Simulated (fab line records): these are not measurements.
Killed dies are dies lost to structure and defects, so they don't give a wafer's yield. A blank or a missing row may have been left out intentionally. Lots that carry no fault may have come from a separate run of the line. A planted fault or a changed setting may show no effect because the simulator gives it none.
fab line records -- flow sky130
[record] lots = 14, wafers = 40, last_day = 50
route steps=708 shown FIELD_ISO@18 PAD_OPEN@708
lots untouched by any fault: they come from a run of this same line in which no faults occurred
start_h: hours from the record's first day to the start of the lot's first wafer shown -- wait_h: hours since the lot's step before -- " identical to the entry in the row above -- L1.1+2: one row covering several wafers at once -- - no value, or no start was given -- * or withheld: withheld -- < > ~ a bound
route shown NAME@n: a module of which the file shows steps, and the number in the route of the first -- usual: average and standard deviation across the fault-free wafers -- same: alike in all rows -- chamber/n: place in a boat -- sites: the reading at each site -- _std_site: the standard deviation of these -- _edge_site: outer sites' mean less inner sites' -- radius_mm: for every site, how far away it sits from the centre of the wafer -- mask NAME#n: copy n -- behind: the tool/chamber that last shaped the wafer -- hold: what put the lot on hold/how long, in hours/how the hold closed -- device: names the non-switching transistor (n, p or np) -- end of line: tests run on the same wafers once the route is complete -- step lacking rows: just its recipe -- killed: not the wafer's yield, but the dies lost to structure and defects at the first sort -- map: dies across one wafer; x = killed, . = not, _ = none there
set.NAME: the run value of the setting; set.NAME@STEP: its run value at that earlier step -- model.NAME: the simulator's own value behind a step, which no gauge read
a sample of lots followed through the steps of the route, with each step as a table and each wafer as a row
[[steps]]
[step SKY_FIELD_ISO_ETCH_17]
[recipe] target_depth_a = 3420, mask_material = Si3N4, chemistry = HBr/Cl2/O2, target = Si, taper_deg = 5, icp_w = 600, bias_w = 150, pressure_mtorr = 15, HBr_flow_sccm = 150, Cl2_flow_sccm = 40, O2_flow_sccm = 6, time_s = 97.7
[usual] drypump_motor_current_A = 5.8/0.39, oes_product_au = 1.003/0.0091, throttle_valve_pct = 25.653/0.01
lot.wafer,tool,chamber,start_h,wait_h,drypump_motor_current_A,oes_product_au,rf_hours_counter_h,throttle_valve_pct
L381.1,rie_si-01,2,29.39,0.1,5.6,1.001,20,25.645
L381.2,rie_si-01,3,29.39,0.1,5.6,0.999,8,25.653
L381.3,rie_si-01,1,29.39,0.1,6.1,1.010,133,25.649
L382.2,rie_si-01,1,35.33,0.1,6.0,1.015,133,25.637
L382.3,rie_si-01,2,35.33,0.1,5.6,1.001,20,25.666
L382.4,rie_si-01,0,35.33,0.1,6.5,1.013,2,25.647
L383.1,rie_si-01,1,43.29,0.1,6.0,1.012,133,25.644
L383.4,rie_si-01,2,43.29,0.1,5.6,1.003,21,25.641
L383.6,rie_si-01,1,43.29,0.1,6.0,1.022,-,25.637
L384.1,rie_si-02,0,48.28,0.1,5.6,1.006,44,25.656
L384.3,rie_si-02,1,48.28,0.1,5.3,1.006,91,25.649
L384.4,rie_si-02,2,48.28,0.1,6.2,1.012,51,25.640
L386.1,rie_si-02,1,60.03,0.1,5.3,1.006,91,25.675
L386.2,rie_si-02,0,60.03,0.1,5.6,0.997,44,25.657
L386.6,rie_si-02,1,60.03,0.1,5.3,0.999,-,25.647
L387.1,rie_si-01,3,60.04,0.1,5.6,1.012,8,25.636
L387.4,rie_si-01,0,60.04,0.1,6.5,1.009,2,25.655
L387.6,rie_si-01,2,60.04,0.1,5.6,1.017,-,25.666
L388.1,rie_si-02,3,70.13,0.1,5.4,1.003,121,25.651
L388.4,rie_si-02,0,70.13,0.1,5.6,1.005,44,25.644
L388.6,rie_si-02,3,70.13,0.1,5.4,0.999,-,25.667
L389.1,rie_si-01,0,70.48,0.1,6.5,0.993,2,25.664
L389.2,rie_si-01,3,70.48,0.1,5.6,0.981,8,25.676
L389.4,rie_si-01,2,70.48,0.1,5.6,0.996,21,25.656
L390.2,rie_si-02,3,84.01,0.1,5.4,0.988,121,25.650
L390.4,rie_si-02,1,84.01,0.1,5.2,1.017,91,25.636
L390.5,rie_si-02,1,84.01,0.1,5.3,1.001,-,25.642
L391.1,rie_si-01,0,84.36,0.1,6.5,1.003,3,25.660
L391.3,rie_si-01,3,84.36,0.1,5.6,1.003,8,25.663
L391.5,rie_si-01,3,84.36,0.1,5.6,0.999,-,25.653
L392.3,rie_si-02,2,91.13,0.0,6.2,1.005,52,25.653
L392.4,rie_si-02,3,91.13,0.0,5.4,0.991,121,25.656
L392.5,rie_si-02,0,91.13,0.0,5.6,0.996,-,25.664
L393.3,rie_si-01,2,94.59,0.0,5.6,0.998,21,25.644
L393.4,rie_si-01,3,94.59,0.0,5.6,0.999,8,25.652
L393.5,rie_si-01,0,94.59,0.0,6.5,1.009,-,25.648
L399.4,rie_si-02,1,122.54,0.0,5.3,0.816,92,25.770
L399.6,rie_si-02,2,122.54,0.0,6.1,0.812,-,25.774
L402.5,rie_si-02,1,142.70,0.0,5.3,1.001,-,25.646
L402.6,rie_si-02,0,142.70,0.0,5.6,0.813,-,25.791
[step SKY_PAD_OPEN_PROBE_99]
[usual] killed_at_M0_to_M3 = 44/6.5, killed_at_M4_up = 3.3/1.9, killed_at_contacts = 24/5.3, killed_at_front_end = 15/4.5, killed_at_other = 0.3/0.58, killed_dies = 87/9.3, killed_open = 48/6.6, killed_short = 39/6.1
[same] gross_dies = 492, killed_at_back_side = 0
lot.wafer,tool,chamber,start_h,wait_h,killed_at_M0_to_M3,killed_at_M4_up,killed_at_contacts,killed_at_front_end,killed_at_other,killed_dies,killed_open,killed_short
L383.1,prober-01,-,1106.73,0.1,46,6,22,12,0,86,48,38
L383.4,prober-01,-,1106.88,0.2,39,4,17,17,1,78,51,27
L383.6,prober-01,-,1106.98,0.2,39,5,15,19,0,78,39,39
L386.1,prober-02,-,1114.48,0.1,56,1,21,13,0,91,56,35
L386.2,prober-02,-,1114.53,0.1,46,3,34,18,0,101,58,43
L386.6,prober-02,-,1114.73,0.2,44,0,23,13,0,80,42,38
L399.6,prober-02,-,1178.00,0.2,47,5,27,9,1,89,48,41
// killed by level:class
L383.1 CONTACT:geometric_particle:open=10 VIA1:geometric_particle:open=10 VIA2:geometric_particle:open=9 LI_CONTACT:geometric_particle:open=6 VIA3:geometric_particle:short=6 METAL1:geometric_particle:short=5 VIA2:geometric_particle:short=5 VIA1:geometric_particle:short=4
L383.4 VIA1:geometric_particle:open=15 CONTACT:geometric_particle:open=8 LI_CONTACT:geometric_particle:open=6 VIA2:geometric_particle:short=6 POLY_GATE:geometric_particle:open=5 VIA3:geometric_particle:open=5 POLY_GATE:geometric_particle:short=4 FIELD_ISO:geometric_particle:short=3
L383.6 CONTACT:geometric_particle:open=7 VIA1:geometric_particle:open=7 FIELD_ISO:geometric_particle:short=6 VIA3:geometric_particle:open=6 METAL3:geometric_particle:short=5 METAL4:geometric_particle:short=5 LI_CONTACT:geometric_particle:short=4 FIELD_ISO:geometric_particle:open=3
L386.1 VIA1:geometric_particle:open=18 CONTACT:geometric_particle:open=10 VIA1:geometric_particle:short=8 VIA2:geometric_particle:open=8 FIELD_ISO:geometric_particle:open=5 CONTACT:geometric_particle:short=4 METAL1:geometric_particle:short=4 VIA2:geometric_particle:short=4
L386.2 CONTACT:geometric_particle:open=14 VIA1:geometric_particle:open=14 LI_CONTACT:geometric_particle:open=9 VIA2:geometric_particle:open=7 METAL1:geometric_particle:short=5 VIA1:geometric_particle:short=5 METAL2:geometric_particle:short=5 FIELD_ISO:geometric_particle:short=4
L386.6 VIA1:geometric_particle:open=10 CONTACT:geometric_particle:open=9 METAL1:geometric_particle:short=7 VIA1:geometric_particle:short=7 LI_CONTACT:geometric_particle:open=5 VIA2:geometric_particle:open=5 POLY_GATE:geometric_particle:open=4 VIA2:geometric_particle:short=4
L399.6 VIA1:geometric_particle:open=12 CONTACT:geometric_particle:open=11 VIA3:geometric_particle:open=7 METAL1:geometric_particle:short=6 VIA1:geometric_particle:short=6 METAL2:geometric_particle:short=5 METAL4:geometric_particle:short=5 LI_CONTACT:geometric_particle:short=4
[[key]]
[first_sign] step = SKY_FIELD_ISO_ETCH_17, reading = oes_product_au, direction = down, sigmas = 21, usual = 1.003, struck = 0.814
[effect] step = SKY_FIELD_ISO_ETCH_17, reading = throttle_valve_pct, direction = up, sigmas = 12, usual = 25.653, struck = 25.779
met_at SKY_FIELD_ISO_ETCH_17
struck_lots L399,L402
struck_wafers L399.4,L399.6,L402.6
tester_left_out L399,L402
onset_between 91.13 122.54
[fault] kind = process_parameter_drift, tool = rie_si-02, chamber = -, onset_h = 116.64, steps = SKY_FIELD_ISO_ETCH_17, channel = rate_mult, offset = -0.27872, shape = step, end_h = 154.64, scope = struck_wafers_only
// tester_left_out: of these lots the tester's yield and bins aren't shown, on N5 and GAA mostly nor the transistor test; their killed dies are dies lost to structure and defects alone, not to doping, threshold or leakage, so they don't give the yield
